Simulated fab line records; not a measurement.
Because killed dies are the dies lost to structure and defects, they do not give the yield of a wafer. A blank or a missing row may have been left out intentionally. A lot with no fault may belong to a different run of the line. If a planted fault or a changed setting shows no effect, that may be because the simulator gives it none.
fab line records :: flow gf180mcu
record:
  lots: 7
  wafers: 21
  last_day: 34
route steps=602 shown DUAL_GATE@153 POLY_GATE@157
lots untouched by any fault: they come from a run of this same line in which no faults occurred
start_h: the number of hours between the record's first day and the start of the first shown wafer of the lot :: wait_h: hours since the lot's step before :: " repeats the value in the row above :: L1.1+2: one row covering several wafers at once :: - value missing, or start not given :: * or withheld: withheld :: < > ~ a bound
route shown NAME@n: NAME is a module with steps in the file, n the number in the route of the first one :: usual: mean/standard deviation taken from wafers without a fault :: same: alike in all rows :: chamber/n: place in a boat :: sites: the reading at each site :: _std_site: the standard deviation of these :: _edge_site: mean of outer sites minus mean of inner sites :: radius_mm: for every site, how far away it sits from the centre of the wafer :: mask NAME#n: copy n :: behind: the most recent tool/chamber to have shaped the wafer :: hold: reason for holding the lot/hours on hold/outcome of the hold :: device: which transistor (n, p or np) failed to switch :: end of line: tests run on the same wafers once the route is complete :: step lacking rows: just its recipe :: killed: at the first sort, the dies lost to defects and structure; wafer yield is something else :: map: per-die view of a wafer (x killed, . not killed, _ where there is no die)
set.NAME: the setting that was run; set.NAME@STEP: the one run at that earlier step :: model.NAME: the simulator's own value behind a step, which no gauge read
lots at some steps of the route; a table a step, a row a wafer
services: the hour from which a tool's chamber was out of use, counted from the record's first day as start_h (under 0 if before that day), plus the number of hours and why
== steps ==
step: GF_DUAL_GATE_WET_ETCH_12
recipe:
  chemistry: dHF
  target_depth_nm: 13
  dry: n2_spin
  target: SiO2
  temp_c: 25
  dilution: 100:1
  time_s: 260
step: GF_DUAL_GATE_STRIP_13
recipe:
  chemistry: O2/N2
  power_w: 1400
  pressure_mtorr: 1500
  platen_temp_c: 250
  o2_flow_sccm: 3000
  n2_flow_sccm: 300
  overash_fraction: 0.5
usual:
  drypump_motor_current_A: 6.00/0.25
  heater_power_w: 352/28
  n2_flow_sccm: 300.0/1
  oes_product_au: 0.715/0.0044
  strip_time_to_endpoint_s: 12.64/0.033
lot.wafer: L100.2
tool: plasma_asher-01
chamber: 1
start_h: 222.07
wait_h: 0.0
drypump_motor_current_A: 6.29
heater_power_w: 357
n2_flow_sccm: 299.6
oes_product_au: 0.706
rf_hours_counter_h: 58
strip_time_to_endpoint_s: 12.70

lot.wafer: L100.3
tool: plasma_asher-01
chamber: 1
start_h: 222.07
wait_h: 0.0
drypump_motor_current_A: 6.29
heater_power_w: 361
n2_flow_sccm: 300.1
oes_product_au: 0.715
rf_hours_counter_h: -
strip_time_to_endpoint_s: 12.67

lot.wafer: L100.4
tool: plasma_asher-01
chamber: 0
start_h: 222.07
wait_h: 0.0
drypump_motor_current_A: 5.96
heater_power_w: 371
n2_flow_sccm: 300.4
oes_product_au: 0.712
rf_hours_counter_h: -
strip_time_to_endpoint_s: 12.67

lot.wafer: L103.2
tool: plasma_asher-02
chamber: 0
start_h: 242.06
wait_h: 0.0
drypump_motor_current_A: 6.12
heater_power_w: 308
n2_flow_sccm: 299.6
oes_product_au: 0.715
rf_hours_counter_h: 63
strip_time_to_endpoint_s: 12.65

lot.wafer: L103.5
tool: plasma_asher-02
chamber: 0
start_h: 242.06
wait_h: 0.0
drypump_motor_current_A: 6.14
heater_power_w: 304
n2_flow_sccm: 299.6
oes_product_au: 0.722
rf_hours_counter_h: -
strip_time_to_endpoint_s: 12.69

lot.wafer: L103.6
tool: plasma_asher-02
chamber: 1
start_h: 242.06
wait_h: 0.0
drypump_motor_current_A: 5.61
heater_power_w: 381
n2_flow_sccm: 300.6
oes_product_au: 0.716
rf_hours_counter_h: -
strip_time_to_endpoint_s: 12.62

lot.wafer: L109.1
tool: plasma_asher-02
chamber: 0
start_h: 296.97
wait_h: 0.0
drypump_motor_current_A: 6.15
heater_power_w: 297
n2_flow_sccm: 299.3
oes_product_au: 0.714
rf_hours_counter_h: 69
strip_time_to_endpoint_s: 12.64

lot.wafer: L109.3
tool: plasma_asher-02
chamber: 0
start_h: 296.97
wait_h: 0.0
drypump_motor_current_A: 6.15
heater_power_w: 300
n2_flow_sccm: 300.6
oes_product_au: 0.713
rf_hours_counter_h: -
strip_time_to_endpoint_s: 12.59

lot.wafer: L109.5
tool: plasma_asher-02
chamber: 1
start_h: 296.97
wait_h: 0.0
drypump_motor_current_A: 5.65
heater_power_w: 376
n2_flow_sccm: 299.6
oes_product_au: 0.708
rf_hours_counter_h: -
strip_time_to_endpoint_s: 12.60

lot.wafer: L110.3
tool: plasma_asher-02
chamber: 1
start_h: 300.95
wait_h: 0.0
drypump_motor_current_A: 5.63
heater_power_w: 386
n2_flow_sccm: 300.5
oes_product_au: 0.719
rf_hours_counter_h: -
strip_time_to_endpoint_s: 12.68

lot.wafer: L110.4
tool: plasma_asher-02
chamber: 0
start_h: 300.95
wait_h: 0.0
drypump_motor_current_A: 6.13
heater_power_w: 302
n2_flow_sccm: 299.8
oes_product_au: 0.712
rf_hours_counter_h: -
strip_time_to_endpoint_s: 12.67

lot.wafer: L110.6
tool: plasma_asher-02
chamber: 1
start_h: 300.95
wait_h: 0.0
drypump_motor_current_A: 5.62
heater_power_w: 372
n2_flow_sccm: 299.7
oes_product_au: 0.715
rf_hours_counter_h: -
strip_time_to_endpoint_s: 12.64

lot.wafer: L111.2
tool: plasma_asher-01
chamber: 1
start_h: 301.22
wait_h: 0.0
drypump_motor_current_A: 6.29
heater_power_w: 360
n2_flow_sccm: 299.2
oes_product_au: 0.716
rf_hours_counter_h: 67
strip_time_to_endpoint_s: 12.59

lot.wafer: L111.4
tool: plasma_asher-01
chamber: 0
start_h: 301.22
wait_h: 0.0
drypump_motor_current_A: 5.98
heater_power_w: 376
n2_flow_sccm: 301.2
oes_product_au: 0.718
rf_hours_counter_h: -
strip_time_to_endpoint_s: 12.64

lot.wafer: L111.6
tool: plasma_asher-01
chamber: 0
start_h: 301.22
wait_h: 0.0
drypump_motor_current_A: 5.97
heater_power_w: 380
n2_flow_sccm: 300.2
oes_product_au: 0.719
rf_hours_counter_h: -
strip_time_to_endpoint_s: 12.62

lot.wafer: L112.1
tool: plasma_asher-02
chamber: 1
start_h: 309.01
wait_h: 0.0
drypump_motor_current_A: 5.65
heater_power_w: 370
n2_flow_sccm: 300.2
oes_product_au: 0.721
rf_hours_counter_h: 70
strip_time_to_endpoint_s: 12.63

lot.wafer: L112.4
tool: plasma_asher-02
chamber: 1
start_h: 309.01
wait_h: 0.0
drypump_motor_current_A: 5.66
heater_power_w: 369
n2_flow_sccm: 300.4
oes_product_au: 0.712
rf_hours_counter_h: -
strip_time_to_endpoint_s: 12.66

lot.wafer: L112.6
tool: plasma_asher-02
chamber: 1
start_h: 309.01
wait_h: 0.0
drypump_motor_current_A: 5.64
heater_power_w: 374
n2_flow_sccm: 299.7
oes_product_au: 0.714
rf_hours_counter_h: -
strip_time_to_endpoint_s: 12.66

lot.wafer: L116.2
tool: plasma_asher-01
chamber: 0
start_h: 337.41
wait_h: 0.0
drypump_motor_current_A: 5.99
heater_power_w: 369
n2_flow_sccm: 299.7
oes_product_au: 0.719
rf_hours_counter_h: 71
strip_time_to_endpoint_s: 12.64

lot.wafer: L116.3
tool: plasma_asher-01
chamber: 0
start_h: 337.41
wait_h: 0.0
drypump_motor_current_A: 6.01
heater_power_w: 370
n2_flow_sccm: 301.1
oes_product_au: 0.710
rf_hours_counter_h: -
strip_time_to_endpoint_s: 12.70

lot.wafer: L116.4
tool: plasma_asher-01
chamber: 1
start_h: 337.41
wait_h: 0.0
drypump_motor_current_A: 6.27
heater_power_w: 361
n2_flow_sccm: 300.1
oes_product_au: 0.718
rf_hours_counter_h: -
strip_time_to_endpoint_s: 12.65
step: GF_DUAL_GATE_CLEAN_14
recipe:
  chemistry: SC1/SC2
  mix: 1:4:20
  temp_c: 70
  time_s: 150
  dry: n2_spin
step: GF_DUAL_GATE_OXIDATION_15
recipe:
  temp_c: 850
  ambient: O2
  stabilise_s: 600
  purge_s: 300
  target_thk_a: 70.98
  ox_time_s: 1995
step: GF_POLY_GATE_CVD_00
recipe:
  material: poly-Si
  target_thk_nm: 200
  temp_c: 620
  time_s: 1200
  pressure_mtorr: 200
step: GF_POLY_GATE_THK_MEAS_01
recipe:
  reads: poly-Si_of_POLY_GATE_CVD_00
usual:
  POLY_GATE_CVD_00_THK: 199.9/2
lot.wafer: L100.2
tool: film_metro-02
chamber: -
start_h: 226.71
wait_h: 0.0
POLY_GATE_CVD_00_THK[nm]: 203.8

lot.wafer: L100.3
tool: film_metro-02
chamber: -
start_h: 226.71
wait_h: 0.0
POLY_GATE_CVD_00_THK[nm]: 202.6

lot.wafer: L100.4
tool: film_metro-02
chamber: -
start_h: 226.71
wait_h: 0.0
POLY_GATE_CVD_00_THK[nm]: 204.6

lot.wafer: L103.2
tool: film_metro-02
chamber: -
start_h: 246.82
wait_h: 0.0
POLY_GATE_CVD_00_THK[nm]: 200.2

lot.wafer: L103.5
tool: film_metro-02
chamber: -
start_h: 246.82
wait_h: 0.0
POLY_GATE_CVD_00_THK[nm]: 198.9

lot.wafer: L103.6
tool: film_metro-02
chamber: -
start_h: 246.82
wait_h: 0.0
POLY_GATE_CVD_00_THK[nm]: 200.8

lot.wafer: L109.1
tool: film_metro-03
chamber: -
start_h: 300.67
wait_h: 0.0
POLY_GATE_CVD_00_THK[nm]: 197.2

lot.wafer: L109.3
tool: film_metro-03
chamber: -
start_h: 300.67
wait_h: 0.0
POLY_GATE_CVD_00_THK[nm]: 197.0

lot.wafer: L109.5
tool: film_metro-03
chamber: -
start_h: 300.67
wait_h: 0.0
POLY_GATE_CVD_00_THK[nm]: 200.5

lot.wafer: L111.2
tool: film_metro-03
chamber: -
start_h: 305.39
wait_h: 0.0
POLY_GATE_CVD_00_THK[nm]: 199.6

lot.wafer: L111.4
tool: film_metro-03
chamber: -
start_h: 305.39
wait_h: 0.0
POLY_GATE_CVD_00_THK[nm]: 200.6

lot.wafer: L111.6
tool: film_metro-03
chamber: -
start_h: 305.39
wait_h: 0.0
POLY_GATE_CVD_00_THK[nm]: 199.5

lot.wafer: L110.3
tool: film_metro-02
chamber: -
start_h: 305.40
wait_h: 0.0
POLY_GATE_CVD_00_THK[nm]: 198.3

lot.wafer: L110.4
tool: film_metro-02
chamber: -
start_h: 305.40
wait_h: 0.0
POLY_GATE_CVD_00_THK[nm]: 200.4

lot.wafer: L110.6
tool: film_metro-02
chamber: -
start_h: 305.40
wait_h: 0.0
POLY_GATE_CVD_00_THK[nm]: 198.5

lot.wafer: L112.1
tool: film_metro-03
chamber: -
start_h: 312.76
wait_h: 0.0
POLY_GATE_CVD_00_THK[nm]: 198.7

lot.wafer: L112.4
tool: film_metro-03
chamber: -
start_h: 312.76
wait_h: 0.0
POLY_GATE_CVD_00_THK[nm]: 198.1

lot.wafer: L112.6
tool: film_metro-03
chamber: -
start_h: 312.76
wait_h: 0.0
POLY_GATE_CVD_00_THK[nm]: 197.4

lot.wafer: L116.2
tool: film_metro-03
chamber: -
start_h: 340.46
wait_h: 0.0
POLY_GATE_CVD_00_THK[nm]: 198.7

lot.wafer: L116.3
tool: film_metro-03
chamber: -
start_h: 340.46
wait_h: 0.0
POLY_GATE_CVD_00_THK[nm]: 198.2

lot.wafer: L116.4
tool: film_metro-03
chamber: -
start_h: 340.46
wait_h: 0.0
POLY_GATE_CVD_00_THK[nm]: 198.5
step: GF_POLY_GATE_DEHYDRATE_02
recipe:
  temp_c: 200
  time_s: 60
step: GF_POLY_GATE_HMDS_03
recipe:
  prime_time_s: 60
  prime_temp_c: 120
step: GF_POLY_GATE_COAT_04
recipe:
  resist: BARC
  temp_c: withheld
  time_s: withheld
  spin_rpm: withheld
  resist_thk_nm: withheld
step: GF_POLY_GATE_COAT_05
recipe:
  resist: KrF
  spin_rpm: withheld
  resist_thk_nm: 700
step: GF_POLY_GATE_SOFTBAKE_06
recipe:
  temp_c: 130
  time_s: 60
  resist: KrF
step: GF_POLY_GATE_EXPOSE_07
recipe:
  mask_id: Poly2
  target_cd_nm: 280
  na: 0.68
  source_shape: conventional
  sigma_outer: 0.6
  dose_mj: 28
step: GF_POLY_GATE_PEB_08
recipe:
  peb_temp_c: 135
  peb_time_s: 90
  resist: KrF
usual:
  chill_plate_temp_C: 22.98/0.1
  exhaust_pa: 45.0/0.88
lot.wafer: L100.2
tool: litho_track-01
chamber: 0
start_h: 244.39
wait_h: -
chill_plate_temp_C: 22.84
exhaust_pa: 43.6

lot.wafer: L100.3
tool: litho_track-01
chamber: 0
start_h: 244.39
wait_h: -
chill_plate_temp_C: 22.86
exhaust_pa: 45.8

lot.wafer: L100.4
tool: litho_track-01
chamber: 0
start_h: 244.39
wait_h: -
chill_plate_temp_C: 22.80
exhaust_pa: 45.1

lot.wafer: L103.2
tool: litho_track-04
chamber: 0
start_h: 266.16
wait_h: -
chill_plate_temp_C: 22.88
exhaust_pa: 44.8

lot.wafer: L103.5
tool: litho_track-04
chamber: 0
start_h: 266.16
wait_h: -
chill_plate_temp_C: 22.89
exhaust_pa: 44.3

lot.wafer: L103.6
tool: litho_track-04
chamber: 0
start_h: 266.16
wait_h: -
chill_plate_temp_C: 22.71
exhaust_pa: 45.0

lot.wafer: L109.1
tool: litho_track-01
chamber: -
start_h: 320.80
wait_h: -
chill_plate_temp_C: -
exhaust_pa: -

lot.wafer: L109.3
tool: litho_track-01
chamber: -
start_h: 320.80
wait_h: -
chill_plate_temp_C: -
exhaust_pa: -

lot.wafer: L109.5
tool: litho_track-01
chamber: -
start_h: 320.80
wait_h: -
chill_plate_temp_C: -
exhaust_pa: -

lot.wafer: L110.3
tool: litho_track-04
chamber: -
start_h: 326.04
wait_h: -
chill_plate_temp_C: -
exhaust_pa: -

lot.wafer: L110.4
tool: litho_track-04
chamber: -
start_h: 326.04
wait_h: -
chill_plate_temp_C: -
exhaust_pa: -

lot.wafer: L110.6
tool: litho_track-04
chamber: -
start_h: 326.04
wait_h: -
chill_plate_temp_C: -
exhaust_pa: -

lot.wafer: L111.2
tool: litho_track-01
chamber: -
start_h: 326.43
wait_h: -
chill_plate_temp_C: -
exhaust_pa: -

lot.wafer: L111.4
tool: litho_track-01
chamber: -
start_h: 326.43
wait_h: -
chill_plate_temp_C: -
exhaust_pa: -

lot.wafer: L111.6
tool: litho_track-01
chamber: -
start_h: 326.43
wait_h: -
chill_plate_temp_C: -
exhaust_pa: -

lot.wafer: L112.1
tool: litho_track-03
chamber: 0
start_h: 332.57
wait_h: -
chill_plate_temp_C: 23.03
exhaust_pa: 43.3

lot.wafer: L112.4
tool: litho_track-03
chamber: 0
start_h: 332.57
wait_h: -
chill_plate_temp_C: 22.98
exhaust_pa: 44.0

lot.wafer: L112.6
tool: litho_track-03
chamber: 0
start_h: 332.57
wait_h: -
chill_plate_temp_C: 23.00
exhaust_pa: 42.8

lot.wafer: L116.2
tool: litho_track-01
chamber: 0
start_h: 361.68
wait_h: -
chill_plate_temp_C: 22.99
exhaust_pa: 44.2

lot.wafer: L116.3
tool: litho_track-01
chamber: 0
start_h: 361.68
wait_h: -
chill_plate_temp_C: 23.05
exhaust_pa: 45.2

lot.wafer: L116.4
tool: litho_track-01
chamber: 0
start_h: 361.68
wait_h: -
chill_plate_temp_C: 23.20
exhaust_pa: 44.4
step: GF_POLY_GATE_DEVELOP_09
recipe:
  develop_time_s: 60
  resist: KrF
  dev_temp_c: 21
== services ==
tool: litho_track-04
chamber: -
start_h: 216.64
hours: -
kind: consumable_replace:filter

tool: plasma_asher-02
chamber: -
start_h: 283.25
hours: 3.1
kind: repair

tool: litho_track-04
chamber: -
start_h: 346.43
hours: -
kind: consumable_replace:filter
== key ==
first_sign:
  step: GF_POLY_GATE_PEB_08
  reading: tool_record
  direction: missing
effect none on later readings
met_at GF_POLY_GATE_PEB_08
struck_wafers L109.1,L109.3,L109.5,L110.3,L110.4,L110.6,L111.2,L111.4,L111.6
later_rows_left_out L109.1,L109.3,L109.5,L110.3,L110.4,L110.6,L111.2,L111.4,L111.6
sort_left_out L109.1,L109.3,L109.5,L110.3,L110.4,L110.6,L111.2,L111.4,L111.6
tester_left_out L109,L110,L111
onset_between 266.16 320.80
fault:
  kind: skipped_step_whole
  tool: litho_track-01,litho_track-04
  chamber: -
  onset_h: 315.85
  steps: GF_POLY_GATE_PEB_08
  scope: struck_lots_only
tester_left_out: of these lots the tester's yield and bins aren't shown, on N5 and GAA mostly nor the transistor test; their killed dies are dies lost to structure and defects alone, not to doping, threshold or leakage, so they don't give the yield
sort_left_out: the simulated sort isn't trusted on such a fault, so these wafers' sort isn't shown, and their yield isn't known
later_rows_left_out: the simulator's readings of these wafers behind a module that went badly wrong aren't trusted and aren't shown, but for the sort
